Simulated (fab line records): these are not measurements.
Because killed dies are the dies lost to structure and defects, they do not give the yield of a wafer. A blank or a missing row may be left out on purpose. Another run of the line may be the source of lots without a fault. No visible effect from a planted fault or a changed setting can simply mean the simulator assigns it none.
Which of the tools did it? + flow gf180mcu + 13 lots, 39 wafers sampled, at 4 steps of a route of 602

== WHAT THE GAUGES READ, wafer by wafer ==
GF_NSD_OVL_MEAS_08. Usual: NSD_OVL typically reads -0.7 nm, with standard deviation 1.3.
| lot  | measured     | on         | NSD_OVL (nm)   | flag |
|------|--------------|------------|----------------|------|
| L107 | day 13 20:52 | overlay-02 | 0.5 -0.8 0.0   |      |
| L108 | day 14 06:25 | overlay-02 | 0.1 0.9 0.0    |      |
| L109 | day 14 13:42 | overlay-02 | 0.6 -0.4 0.6   |      |
| L110 | day 15 00:10 | overlay-02 | -1.6 -1.4 -0.8 |      |
| L112 | day 15 19:46 | overlay-01 | -1.0 -1.1 -1.0 |      |
| L114 | day 16 06:12 | overlay-02 | -0.2 0.7 -0.2  |      |
| L113 | day 16 09:22 | overlay-01 | -1.7 -0.3 -1.0 |      |
| L115 | day 17 04:00 | overlay-01 | 0.1 0.7 0.3    |      |
| L116 | day 17 15:52 | overlay-02 | -0.9 0.3 -1.0  |      |
| L125 | day 20 12:57 | overlay-02 | 0.5 0.6 0.3    |      |
| L126 | day 20 14:24 | overlay-02 | -1.9 -2.1 -2.4 |      |
| L127 | day 20 19:58 | overlay-01 | 1.2 0.6 1.5    |      |
| L128 | day 21 06:10 | overlay-02 | 0.7 0.2 0.8    |      |

GF_M2_THK_MEAS_06: measures by xrf. Usual: M2_ALCU_THK typically reads 457 nm, with standard deviation 5.1.
| lot  | measured     | on            | M2_ALCU_THK (nm) | flag |
|------|--------------|---------------|------------------|------|
| L107 | day 18 17:11 | film-metro-03 | 449 453 452      |      |
| L108 | day 19 05:40 | film-metro-02 | 456 457 455      |      |
| L109 | day 19 14:16 | film-metro-03 | 453 455 452      |      |
| L110 | day 20 03:50 | film-metro-03 | 456 449 453      |      |
| L112 | day 21 00:14 | film-metro-02 | 458 458 464      |      |
| L114 | day 21 11:06 | film-metro-02 | 462 458 455      |      |
| L113 | day 21 16:54 | film-metro-03 | 455 447 458      |      |
| L115 | day 22 10:38 | film-metro-01 | 463 462 461      |      |
| L116 | day 22 21:11 | film-metro-03 | 456 454 460      |      |
| L125 | day 25 14:26 | film-metro-01 | 467 474 469      |      |
| L126 | day 25 15:25 | film-metro-03 | 454 453 455      |      |
| L127 | day 25 20:58 | film-metro-03 | 462 461 454      |      |
| L128 | day 26 05:25 | film-metro-01 | 463 453 466      |      |

== WHICH TOOL RAN EACH LOT (tool, then ch and the chambers of the sampled wafers, then the start) ==
| lot  | GF_M1_STRIP_17                       | GF_V1_SPUTTER_22             |
|------|--------------------------------------|------------------------------|
| L107 | plasma-asher-03 ch 0,1, day 17 14:30 | pvd-sputter-03, day 18 16:13 |
| L108 | plasma-asher-03 ch 0,1, day 18 03:26 | pvd-sputter-02, day 19 04:40 |
| L109 | plasma-asher-03 ch 0,1, day 18 11:00 | pvd-sputter-01, day 19 13:17 |
| L110 | plasma-asher-04 ch 0,1, day 19 00:21 | pvd-sputter-03, day 20 02:52 |
| L112 | plasma-asher-04 ch 0,1, day 19 20:57 | pvd-sputter-01, day 20 23:16 |
| L114 | plasma-asher-03 ch 0,1, day 20 07:36 | pvd-sputter-02, day 21 10:01 |
| L113 | plasma-asher-03 ch 0,1, day 20 13:03 | pvd-sputter-03, day 21 15:55 |
| L115 | plasma-asher-03 ch 0,1, day 21 07:55 | pvd-sputter-01, day 22 09:40 |
| L116 | plasma-asher-03 ch 0,1, day 21 18:55 | pvd-sputter-03, day 22 20:13 |
| L125 | plasma-asher-04 ch 0,1, day 24 13:58 | pvd-sputter-03, day 25 13:28 |
| L126 | plasma-asher-04 ch 0,1, day 24 14:36 | pvd-sputter-01, day 25 14:27 |
| L127 | plasma-asher-01 ch 0,1, day 24 19:42 | pvd-sputter-01, day 25 19:59 |
| L128 | plasma-asher-01 ch 1, day 25 04:33   | pvd-sputter-01, day 26 04:26 |
- GF_M1_STRIP_17: strips in O2/N2.
- GF_V1_SPUTTER_22: material TiN, target thk 10 nm, time 40 s.

== WHAT THE TOOLS THEMSELVES READ (means of the sampled wafers that have a number; where no wafer has one, the mark that the record gives instead) ==
GF_M1_STRIP_17. Usual: chamber-pressure-mTorr 1500.0 mTorr, standard deviation 1.4; drypump-motor-current-A 5.6 A, standard deviation 0.33; heater-power-w 333 W, standard deviation 26; oes-product-au 0.557 a.u., standard deviation 0.0049; strip-time-to-endpoint-s 7.86 s, standard deviation 0.047.
| lot  | tool            | chamber-pressure-mTorr (mTorr) | drypump-motor-current-A (A) | heater-power-w (W) | oes-product-au (a.u.) | strip-time-to-endpoint-s (s) | flag |
|------|-----------------|--------------------------------|-----------------------------|--------------------|-----------------------|------------------------------|------|
| L107 | plasma-asher-03 | 1500.0                         | 5.7                         | 363                | 0.556                 | 7.87                         |      |
| L108 | plasma-asher-03 | 1498.6                         | 5.6                         | 360                | 0.561                 | 7.91                         |      |
| L109 | plasma-asher-03 | 1500.2                         | 5.6                         | 359                | 0.557                 | 7.89                         |      |
| L110 | plasma-asher-04 | 1498.8                         | 5.6                         | 311                | 0.549                 | 7.89                         |      |
| L112 | plasma-asher-04 | 1499.8                         | 5.6                         | 305                | 0.559                 | 7.90                         |      |
| L114 | plasma-asher-03 | 1500.6                         | 5.8                         | 348                | 0.565                 | 7.85                         |      |
| L113 | plasma-asher-03 | 1500.0                         | 5.8                         | 342                | 0.557                 | 7.85                         |      |
| L115 | plasma-asher-03 | 1800.3                         | 5.7                         | 341                | 0.556                 | 7.52                         | OFF  |
| L116 | plasma-asher-03 | 1799.7                         | 5.8                         | 345                | 0.566                 | 7.60                         | OFF  |
| L125 | plasma-asher-04 | 1499.0                         | 5.6                         | 311                | 0.556                 | 7.81                         |      |
| L126 | plasma-asher-04 | 1500.0                         | 5.6                         | 309                | 0.560                 | 7.87                         |      |
| L127 | plasma-asher-01 | 1498.4                         | 5.7                         | 327                | 0.557                 | 7.83                         |      |
| L128 | plasma-asher-01 | 1500.5                         | 5.6                         | 312                | 0.560                 | 7.91                         |      |

GF_V1_SPUTTER_22. Usual: cathode-dc-power-W 4000.0 W, standard deviation 0.74; throttle-valve-pct 30.1 %, standard deviation 0.92.
| lot  | tool           | cathode-dc-power-W (W) | throttle-valve-pct (%) | flag |
|------|----------------|------------------------|------------------------|------|
| L107 | pvd-sputter-03 | 4000.0                 | 30.6                   |      |
| L108 | pvd-sputter-02 | 4000.4                 | 30.2                   |      |
| L109 | pvd-sputter-01 | 3999.2                 | 30.0                   |      |
| L110 | pvd-sputter-03 | 3999.8                 | 29.7                   |      |
| L112 | pvd-sputter-01 | 3999.5                 | 30.0                   |      |
| L114 | pvd-sputter-02 | 4000.0                 | 31.3                   |      |
| L113 | pvd-sputter-03 | 4000.0                 | 29.8                   |      |
| L115 | pvd-sputter-01 | 4000.3                 | 30.6                   |      |
| L116 | pvd-sputter-03 | 3999.4                 | 30.2                   |      |
| L125 | pvd-sputter-03 | 4000.1                 | 29.3                   |      |
| L126 | pvd-sputter-01 | 4000.3                 | 30.1                   |      |
| L127 | pvd-sputter-01 | 4000.9                 | 29.2                   |      |
| L128 | pvd-sputter-01 | 4000.4                 | 30.7                   |      |

== THE ANSWER, worked out from the rows above alone ==
Rule: a lot counts as off when the mean over its wafers that have a number is more than 3 standard deviations away from the usual mean. Also off: a lot with no number at a reading for which 4 or more lots have one. Any other lot the step has rows for is counted as sound. After the gauges, taken in route order, come the tools' own readings; for these a lot's mean is taken, as printed above. At the first step where some lot is off, the reading lying furthest off is the one used; lots without a number count as furthest.
Off: L115, L116, at GF_M1_STRIP_17 (chamber-pressure-mTorr).
A tool fits if, at that step or a process step before it, it ran every lot that is off, and no sound lot after the first of them. One fits: GF_M1_STRIP_17 on plasma-asher-03. A fault onset in the window from L113 (day 20 13:03, its last sound lot) to L115 (day 21 07:55, its first lot off) fits.
The tool's own readings at GF_M1_STRIP_17 bear it out: on the lots that are off they differ by more than 5 times the standard deviation of the sound lots' means. chamber-pressure-mTorr reads 1800.0 mTorr there against 1499.6 mTorr on the sound lots; strip-time-to-endpoint-s reads 7.56 s there against 7.87 s on the sound lots.

== WHAT THE SIMULATOR HAD INSERTED ==
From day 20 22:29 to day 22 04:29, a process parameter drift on plasma-asher-03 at GF_M1_STRIP_17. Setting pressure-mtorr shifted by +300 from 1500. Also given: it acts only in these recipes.
Shown lots that were struck: L115, L116. The same result came from the rule above.
